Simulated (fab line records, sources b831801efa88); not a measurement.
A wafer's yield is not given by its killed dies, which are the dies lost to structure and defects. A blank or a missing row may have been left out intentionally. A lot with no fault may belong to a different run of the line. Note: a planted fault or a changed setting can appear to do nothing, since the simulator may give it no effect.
Comparing a struck lot with a sound one ; flow gf180mcu ; 14 out of 602 route steps
Sound: the wafers L741.1, L741.3, L741.5. The struck wafers were L733.3, L733.4, L733.6. Last of all comes the cause.
For every step that has rows: the tool of each side, followed by ch and its chambers, followed by its first start. Under that, the readings that differ: sound wafers ; struck wafers ; difference of the means ; sigmas: that difference in standard deviations of wafers without a fault.
alike: readings with means less than 2 such deviations apart, plus words and numbers identical on both sides. not compared: withheld readings, readings lacking a value on some wafer, bounds such as >300 that could conceal the same value, and numbers that have no deviation in the record and whose values overlap.
Wherever a step has rows on one side only, a row that says differs or no value, or a row with sigmas, the two part there. When numbers do not overlap yet have no deviation, they are printed without sigmas and do not part them. A reading missing from all wafers of one side parts the sides only when that side holds two or more wafers.

first, 1 step without rows for these wafers: GF_MVPSD_DEVELOP_06 (develop time 60 s).
GF_MVPSD_OVL_MEAS_07:
  struck on overlay-02, day 8 13:31; sound on overlay-01, day 10 12:54
  alike: MVPSD_OVL
then, 2 steps without rows for these wafers: GF_MVPSD_IMPLANT_08; GF_MVPSD_IMPLANT_09.
GF_MVPSD_STRIP_10: strips in O2/N2.
  sound on plasma_asher-04 ch 0, day 10 13:14; struck on plasma_asher-04 ch 0,1, day 8 13:53
  alike: drypump_motor_current_A, heater_power_w, oes_product_au, strip_time_to_endpoint_s
  not compared: rf_hours_counter_h
GF_MVPSD_TW_MEAS_11:
  struck on film_metro-02, day 8 13:58; sound on film_metro-01, day 10 13:20
  alike: MVPSD_TW
then, 6 steps without rows for these wafers: GF_VT_IMPLANT_DEHYDRATE_00 (time 60 s); GF_VT_IMPLANT_HMDS_01 (prime time 60 s); GF_VT_IMPLANT_COAT_02 (resist thk 1000 nm); GF_VT_IMPLANT_SOFTBAKE_03 (time 60 s); GF_VT_IMPLANT_EXPOSE_04 (exposes mask LVPWELL LV AREA, target cd 600 nm); GF_VT_IMPLANT_PEB_05.
GF_VT_IMPLANT_DEVELOP_06: develop time 60 s.
  struck on litho_track-03, day 9 06:31; sound on litho_track-01 ch 0, day 11 06:37
  no value came back on the struck wafers for chill_plate_temp_C (C), develop_time_s (s); on the sound wafers chill_plate_temp_C (C) reads 23.15 23.04 23.13
GF_VT_IMPLANT_OVL_MEAS_07:
  struck on overlay-02, day 9 06:38; sound on overlay-02, day 11 06:46
reading;sound;struck;difference;sigmas
VT_IMPLANT_OVL (nm);0.6 0.4 1.4;- - -;no value on the struck wafers;

== WHERE THEY PART ==
Earliest at GF_VT_IMPLANT_DEVELOP_06; latest, in this record, at GF_VT_IMPLANT_OVL_MEAS_07.

WHY: whatever the simulator had introduced
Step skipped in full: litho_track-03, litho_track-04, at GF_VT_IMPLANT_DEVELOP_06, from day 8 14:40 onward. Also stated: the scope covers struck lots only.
